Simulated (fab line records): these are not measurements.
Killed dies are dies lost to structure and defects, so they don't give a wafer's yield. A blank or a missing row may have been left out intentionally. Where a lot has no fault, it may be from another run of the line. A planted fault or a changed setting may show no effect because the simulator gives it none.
A lot that was struck, set against a sound lot | flow sky130 | 15 out of 708 route steps
Sound: wafers L895.2, L895.4, L895.6. Wafers L905.1, L905.4, L905.6 were the ones struck. The cause is given at the end.
Per side, at each step with rows, come the tool, then ch with its chambers, and then its first start. Under that, the readings that differ: sound wafers | struck wafers | difference of the means | sigmas: that difference in standard deviations of wafers without a fault.
alike: readings whose means differ by less than 2 such deviations, and words and numbers that are the same on both sides. not compared: withheld readings, readings that some wafer has no value for, bounds like >300 that may hide the same value, and numbers for which the record gives no deviation and whose values overlap.
The two part at a step that has a row with sigmas, a row that says differs or no value, or rows on one side only. When numbers do not overlap yet have no deviation, they are printed without sigmas and do not part them. A reading that every wafer of one side lacks parts them only if that side has two wafers or more.

first, 1 step without rows for these wafers: SKY_LDD_N_IMPLANT_15.
SKY_LDD_N_STRIP_16: strips in O2/N2.
  sound on plasma asher-03 ch 0,1, day 19 18:44; struck on plasma asher-04 ch 0,1, day 24 07:47
  alike: drypump motor current A, oes product au, strip time to endpoint s
  not compared: rf hours counter h
SKY_LDD_N_TW_MEAS_17:
  sound on film metro-04 at day 19 18:50; struck on film metro-03 at day 24 07:53
  alike: LDD_N_TW
then, 7 steps without rows for these wafers: SKY_LDD_P_DEHYDRATE_00 (time 60 s); SKY_LDD_P_HMDS_01 (prime time 60 s); SKY_LDD_P_COAT_02 (resist thk 1140 nm); SKY_LDD_P_SOFTBAKE_03 (time 60 s); SKY_LDD_P_EXPOSE_04 (exposes mask PSDM, target cd 380 nm); SKY_LDD_P_PEB_05; SKY_LDD_P_DEVELOP_06 (develop time 60 s).
SKY_LDD_P_CD_MEAS_07: the cd target is 380 nm.
  sound on cd sem-02 at day 21 01:46; struck on cd sem-02 at day 25 12:46
  alike: cd nm
SKY_LDD_P_OVL_MEAS_08:
  sound on overlay-01 at day 21 01:52; struck on overlay-01 at day 25 12:53
  alike: LDD_P_OVL
SKY_LDD_P_IMPLANT_09:
  sound on implanter-01 ch 0, day 21 01:55; struck on implanter-01 ch 0, day 25 12:56
  reading                   | sound                | struck               | difference | sigmas
  beam energy keV           | 25.012 25.010 25.016 | 26.488 26.501 26.501 | +1.484     | +99 or more
  model.implant.rp nm (nm)  | 21.11 21.11 21.11    | 21.85 21.85 21.85    | +0.74      |
  model.implant.drp nm (nm) | 11.41 11.41 11.41    | 11.89 11.89 11.89    | +0.48      |
SKY_LDD_P_STRIP_10: strips in O2/N2.
  sound on plasma asher-02 ch 0,1, day 21 02:02; struck on plasma asher-01 ch 0,1, day 25 13:05
  alike: drypump motor current A, oes product au, strip time to endpoint s
  not compared: rf hours counter h
-- here the record skips 24 days between the struck wafers' starts before and after, leaving off in module LDD_P and picking up in module PAD_OPEN (first step shown: number 708 of the route) --
SKY_PAD_OPEN_PROBE_99:
  sound on prober-02 at day 47 05:53; struck on prober-02 at day 49 22:02
  alike: killed_at_M0_to_M3, killed_at_M4_up, killed at contacts, killed at front end, killed at other, killed dies, killed on rim, killed open, killed short

## WHERE THEY PART
Only at SKY_LDD_P_IMPLANT_09, within this record. Later steps at which nothing parts them and some readings are alike: SKY_LDD_P_STRIP_10, SKY_PAD_OPEN_PROBE_99.

WHY: the cause the simulator had injected
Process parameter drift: implanter-01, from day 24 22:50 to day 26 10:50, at SKY_LDD_P_IMPLANT_09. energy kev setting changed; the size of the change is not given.
